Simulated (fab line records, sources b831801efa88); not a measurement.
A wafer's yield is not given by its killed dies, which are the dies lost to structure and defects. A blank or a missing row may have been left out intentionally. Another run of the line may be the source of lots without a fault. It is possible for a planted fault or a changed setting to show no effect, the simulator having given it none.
Struck lot and sound lot, side by side    flow sfq line    21 steps out of a route of 325
Sound: these wafers, L958.2, L958.4, L958.5. Struck: wafers L962.1, L962.4, L962.5. Last of all comes the cause.
For every step that has rows: the tool of each side, followed by ch and its chambers, followed by its first start. Under that, the readings that differ: sound wafers    struck wafers    difference of the means    sigmas: that difference in standard deviations of wafers without a fault.
alike: readings whose means differ by less than 2 such deviations, and words and numbers that are the same on both sides. not compared: withheld readings, readings that some wafer has no value for, bounds like >300 that may hide the same value, and numbers for which the record gives no deviation and whose values overlap.
A row with sigmas, a row that says differs or no value, or rows on one side alone: a step with any of these is where the two part. Numbers that don't overlap but have no deviation are shown without sigmas and don't part them. A reading missing from all wafers of one side parts the sides only when that side holds two or more wafers.

first, 7 steps without rows for these wafers: SFQ_TRILAYER_L0_LITHO_COAT_010 (resist thk 62 nm); SFQ_TRILAYER_L0_LITHO_COAT_005 (resist thk 594.7 nm); SFQ_TRILAYER_L0_LITHO_SOFTBAKE_009; SFQ_TRILAYER_L0_LITHO_EXPOSE_006 (exposes mask L0, target cd 2000 nm); SFQ_TRILAYER_L0_LITHO_PEB_008 (peb time 60 s); SFQ_TRILAYER_L0_LITHO_DEVELOP_007 (time 60 s); SFQ_TRILAYER_L0_BARC_OPEN_METAL_ETCH_010 (etches BARC in O2, target depth 125 nm, time 41.7 s).
SFQ_TRILAYER_L0_ETCH_METAL_ETCH_008: etches MoNx KI in SF6/O2, stops on SiO2, target depth 50 nm, time 25 s.
  sound on rie metal-01 ch 0, day 6 16:01; struck on rie metal-01 ch 0,1, day 7 18:01
reading                sound              struck             difference  sigmas
oes product au (a.u.)  0.888 0.888 0.883  0.861 0.864 0.865  -0.023      -3
  alike: chamber pressure mTorr, drypump motor current A, he backside leak sccm
  not compared: rf hours counter h
SFQ_TRILAYER_L0_STRIP_STRIP_009: strips in O2.
  sound on rie metal-01 ch 0, day 6 16:17; struck on rie metal-01 ch 0,1, day 7 18:03
  alike: chamber pressure mTorr, drypump motor current A, he backside leak sccm, oes product au
  not compared: rf hours counter h
then, 1 step without rows for these wafers: SFQ_TRILAYER_L0_STRIP_SOLV_CLEAN_010 (cleans in NMP, time 600 s).
SFQ_TRILAYER_L0_CAP_PECVD_011: deposits SiO2 from SiH4/N2O, time 13.333 s, target thk 60 nm.
  sound on pecvd-02 ch 1,2, day 6 17:28; struck on pecvd-02 ch 0,1,2, day 7 18:50
  alike: heater power outer w, heater power w, susceptor temp C, throttle valve pct
then, 1 step without rows for these wafers: SFQ_TRILAYER_L0_VIA_LITHO_COAT_018 (resist thk 62.55 nm).
SFQ_TRILAYER_L0_VIA_LITHO_COAT_013: resist thk 650 nm.
  sound on litho track-04 ch 0, day 6 17:51; struck on litho track-03 ch 0, day 7 19:09
reading                                                  sound                 struck                difference  sigmas
spin speed rpm (rpm)                                     2999.8 3000.5 3000.3  2702.7 2703.5 2701.5  -297.6      -99 or more
model.KrF_of_TRILAYER_L0_VIA_LITHO_COAT_013.thk nm (nm)  648.2 650.1 650.1     685.7 684.7 684.9     +35.6       
  alike: resist line temp C
then, 4 steps without rows for these wafers: SFQ_TRILAYER_L0_VIA_LITHO_SOFTBAKE_017; SFQ_TRILAYER_L0_VIA_LITHO_EXPOSE_014 (exposes mask L0V, target cd 700 nm); SFQ_TRILAYER_L0_VIA_LITHO_PEB_016 (peb time 60 s); SFQ_TRILAYER_L0_VIA_LITHO_DEVELOP_015 (time 60 s).
-- the record jumps here: 4 days lie between the struck wafers' starts before and after --
SFQ_L0V_OVL_MEAS_903:
  sound on overlay-02, day 10 20:41; struck on overlay-01, day 11 15:53
  alike: L0V_OVL
SFQ_TRILAYER_L0_VIA_BARC_OPEN_VIA_ETCH_021: etches BARC in O2, target depth 125 nm, time 41.7 s.
  sound on rie diel-02 ch 0,2, day 10 20:43; struck on rie diel-02 ch 0,3, day 11 15:55
  alike: chamber pressure mTorr, drypump motor current A, oes product au
  not compared: rf hours counter h
SFQ_TRILAYER_L0_VIA_ETCH_VIA_ETCH_016: etches SiO2 in CHF3, stops on MoNx KI, target depth 80 nm.
  sound on rie diel-02 ch 0,2, day 10 20:45; struck on rie diel-02 ch 0,3, day 11 15:57
reading                                                  sound                 struck                difference  sigmas
chamber pressure mTorr (mTorr)                           29.948 29.970 29.967  30.002 30.056 30.056  +0.076      +3
model.KrF_of_TRILAYER_L0_VIA_LITHO_COAT_013.thk nm (nm)  559.7 560.1 561.6     596.7 595.5 595.7     +35.5       
  alike: drypump motor current A, oes product au
SFQ_TRILAYER_L0_VIA_STRIP_STRIP_017: strips in O2.
  sound on rie metal-02 ch 1, day 10 21:00; struck on rie metal-03 ch 0,1, day 11 16:00
  alike: chamber pressure mTorr, drypump motor current A, he backside leak sccm, oes product au
  not compared: rf hours counter h

WHERE THEY PART
First at SFQ_TRILAYER_L0_ETCH_METAL_ETCH_008; last, within this record, at SFQ_TRILAYER_L0_VIA_ETCH_VIA_ETCH_016. Later steps at which nothing parts them and some readings are alike: SFQ_TRILAYER_L0_VIA_STRIP_STRIP_017.

WHY: whatever the simulator had introduced
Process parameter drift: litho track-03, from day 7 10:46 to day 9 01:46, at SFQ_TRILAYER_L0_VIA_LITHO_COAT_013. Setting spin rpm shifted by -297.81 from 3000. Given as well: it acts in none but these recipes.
